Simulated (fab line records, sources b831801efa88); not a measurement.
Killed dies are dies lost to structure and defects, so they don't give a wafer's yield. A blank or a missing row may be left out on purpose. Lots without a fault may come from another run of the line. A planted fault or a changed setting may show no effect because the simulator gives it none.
Chamber matching | flow gf180mcu | GF_STI_CMP_25 on cmp-01: 4 sister chambers
The step polishes, stops on Si3N4, t overpolish 33 s, target thk 524.6 nm. 14 wafers are shown with their chamber, then 7 later ones without.

WAFERS WITH THEIR CHAMBER
wafer  | chamber | motor_current_A (A) | time_to_endpoint_s (s) | overpolish_run_s (s)
L738.2 | 0       | 10.0                | 123                    | 33.006
L738.3 | 3       | 11.2                | 118                    | 33.007
L738.5 | 0       | 10.3                | 119                    | 33.003
L741.1 | 3       | 11.6                | 122                    | 33.000
L741.4 | 2       | 13.3                | 119                    | 33.008
L741.6 | 0       | 10.8                | 128                    | 32.996
L742.2 | 1       | 11.8                | 121                    | 32.979
L742.3 | 3       | 11.4                | 124                    | 33.016
L742.6 | 1       | 11.2                | 125                    | 33.010
L745.1 | 2       | 14.1                | 114                    | 32.991
L745.3 | 0       | 10.7                | 115                    | 33.004
L745.5 | 2       | 13.3                | 113                    | 33.013
L750.1 | 0       | 10.9                | 117                    | 32.999
L750.3 | 1       | 10.9                | 116                    | 32.991

SIGNATURES (means of the wafers above)
reading            | chamber 0 | chamber 1 | chamber 2 | chamber 3 | scatter within a chamber
motor_current_A    | 10.540    | 11.300    | 13.567    | 11.400    | 0.387
time_to_endpoint_s | 120.40    | 120.67    | 115.33    | 121.33    | 4.33
overpolish_run_s   | 33.00160  | 32.99333  | 33.00400  | 33.00767  | 0.00974
Rule: a wafer's distance from a chamber is the root of the sum, over the readings, of the square of ((its reading less the chamber's mean) divided by the reading's scatter). The wafer belongs to the nearest chamber; if the next one is less than 2 further off, it can't be placed. The scatter: the root of (the sum of the squares of (reading less its chamber's mean) over the shown wafers, divided by (wafers less chambers)).

WAFERS WITHOUT THEIR CHAMBER
wafer  | motor_current_A (A) | time_to_endpoint_s (s) | overpolish_run_s (s)
L750.4 | 14.6                | 112                    | 33.013
L757.1 | 13.5                | 112                    | 33.001
L757.3 | 10.6                | 117                    | 32.995
L757.6 | 10.2                | 119                    | 33.012
L758.2 | 14.2                | 113                    | 32.990
L758.5 | 11.5                | 118                    | 33.000
L758.6 | 10.6                | 120                    | 33.011

WHICH CHAMBER EACH WENT THROUGH
wafer  | from the rows above          | in truth
L750.4 | 2                            | 2
L757.1 | 2                            | 2
L757.3 | can't be placed: 0 or 1 or 3 | 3
L757.6 | can't be placed: 0 or 3      | 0
L758.2 | 2                            | 2
L758.5 | can't be placed: 1 or 3 or 0 | 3
L758.6 | can't be placed: 0 or 3 or 1 | 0
Placed correctly: 3 of 7. Can't be placed from these rows: 4 (the true chamber is among the candidates in 4). Placed wrongly: 0.
